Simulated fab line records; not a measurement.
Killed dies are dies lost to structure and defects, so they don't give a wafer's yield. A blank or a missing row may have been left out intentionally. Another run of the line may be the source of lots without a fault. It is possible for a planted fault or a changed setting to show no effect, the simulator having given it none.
Matching of chambers    flow gf180mcu    4 sister chambers for GF_V4_CMP_04 on cmp-02
The step polishes SiO2. 8 wafers are shown with their chamber, then 7 later ones without.

== WAFERS PAIRED WITH THEIR CHAMBERS ==
wafer   chamber  motor-current-A (A)  time-to-endpoint-s (s)
L246.6  2        11.7                 78
L247.6  2        10.6                 81
L248.6  1        11.6                 83
L261.1  3        13.3                 62
L261.3  1        11.4                 73
L261.4  0        13.6                 68
L262.2  0        13.8                 72
L262.4  3        13.8                 82

== WAFERS WITHOUT THEIR CHAMBER ==
wafer   motor-current-A (A)  time-to-endpoint-s (s)
L262.5  13.8                 78
L263.1  11.7                 78
L263.4  11.5                 76
L263.6  11.6                 77
L264.3  11.6                 74
L264.4  13.4                 79
L264.6  10.3                 79

== THE CHAMBER EACH PASSED THROUGH ==
wafer   from the rows above      in truth
L262.5  can't be placed: 3 or 0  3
L263.1  can't be placed: 1 or 2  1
L263.4  can't be placed: 1 or 2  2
L263.6  can't be placed: 1 or 2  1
L264.3  can't be placed: 1 or 2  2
L264.4  can't be placed: 3 or 0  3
L264.6  can't be placed: 2 or 1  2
Correct placement for 0 of the 7. These rows do not allow placing 7 (true chamber among the candidates in 7). 0 placed wrongly.
How it was worked out, from the rows above alone: a wafer's distance from a chamber is the root of the sum, over the readings, of the square of ((its reading less the chamber's mean) divided by the reading's scatter). The wafer belongs to the nearest chamber; if the next one is less than 2 further off, it can't be placed. A chamber's mean is the mean of its shown wafers. The scatter is the square root of a quotient: the sum, over the shown wafers, of each reading's squared deviation from its chamber's mean, divided by wafers minus chambers.
